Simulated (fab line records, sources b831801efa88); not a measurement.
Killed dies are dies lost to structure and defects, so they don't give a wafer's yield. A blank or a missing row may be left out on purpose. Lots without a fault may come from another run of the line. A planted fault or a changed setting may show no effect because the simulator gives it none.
Problem report in the 8D (eight disciplines) form, filled by code | flow gf180mcu | the parts of the form that need people (team, actions taken, sign-off) are left out

1. THE PROBLEM
SALICIDE_TIN_RS at GF_SALICIDE_RS_MEAS_04 reads a mean of 11.6 ohm/sq on 6 wafers of 2 lots; wafers without a fault read 16.4 ohm/sq with a standard deviation of 0.36. That is -13 standard deviations from the usual mean.
The step: measures by four-point-probe.
First seen on wafer L576.1, day 19 15:32, on film_metro-02. The record holds 39 wafers of 13 lots with a number at this step. Rule for "out", or "out of limits": more than 4 standard deviations from the usual mean. The other wafers with a number count as sound.

2. WHAT IT IS AND WHAT IT IS NOT
question                    | is                           | is not
which readings at this step | SALICIDE_TIN_RS              | -
which lots                  | L576, L577                   | L564, L566, L570, L572, L573, L575, L581, L583, L584, L586, L587
which wafers of those lots  | all that have a number       | -
read on which gauges        | film_metro-02, film_metro-04 | film_metro-03
when                        | from day 19 15:32            | up to then (18 sound wafers); but 15 sound wafers of L581, L583, L584, L586, L587 came after

3. SUSPECTS, AND WHAT RULES EACH OUT
Counting: a tool at a process step up to the reading stays a suspect if it ran every lot that is out and no sound lot after the first of them.
- the gauge at GF_SALICIDE_RS_MEAS_04: ruled out. The wafers that are out were read on 2 gauges (film_metro-02, film_metro-04).
- pvd_sputter-04 at GF_SALICIDE_SPUTTER_02 (material Co, target thk 10 nm, time 20 s): kept. It ran every lot that is out, first L576 (day 19 15:29), and no sound lot after that; its last sound lot up to then is L575 (day 19 05:19).
- pvd_sputter-04 at GF_SALICIDE_SPUTTER_03 (material TiN, target thk 20 nm, time 16.7 s): kept. It ran every lot that is out, first L576 (day 19 15:31), and no sound lot after that; its last sound lot up to then is L575 (day 19 05:20).
Left after counting: pvd_sputter-04 at GF_SALICIDE_SPUTTER_02, pvd_sputter-04 at GF_SALICIDE_SPUTTER_03.

4. THE CAUSE (what the simulator had put in)
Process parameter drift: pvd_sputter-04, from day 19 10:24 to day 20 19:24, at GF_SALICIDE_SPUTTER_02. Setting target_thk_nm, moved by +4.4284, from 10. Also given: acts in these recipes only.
Counting left 2 suspects, and this tool is among them.

5. THE CHAIN OF EFFECTS, in route order
Each row: a reading whose mean over the struck wafers that have a number lies more than 3 standard deviations from the usual. Only readings for which the record gives a usual standard deviation are gone through. hours: the time from each lot's start at the first step in this table that gives one to its start at this step, as a median over the lots. sigmas: the change in usual standard deviations.
hours | step                   | reading         | usual       | on struck wafers | change | sigmas
0     | GF_SALICIDE_RS_MEAS_04 | SALICIDE_TIN_RS | 16.4 ohm/sq | 11.6             | -4.8   | -13
Later measuring or inspecting steps at which every struck wafer that the step has a row for has a number for every such reading, and none has moved that far: GF_CONTACT_THK_MEAS_03.

6. WHAT WOULD HAVE CAUGHT IT SOONER
In this record the first reading out of limits at a measuring or inspecting step was taken at day 19 15:32, 5 hours after the fault began at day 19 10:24.
Of the tool readings at GF_SALICIDE_SPUTTER_02 for which the record gives a usual standard deviation, none was out on any struck wafer, so an alarm limit of 4 standard deviations on them would not have fired.
Of the lots that are out (2), L577 began GF_SALICIDE_SPUTTER_02 on pvd_sputter-04 after day 19 15:32. A hold on the tool at that time would have spared it.
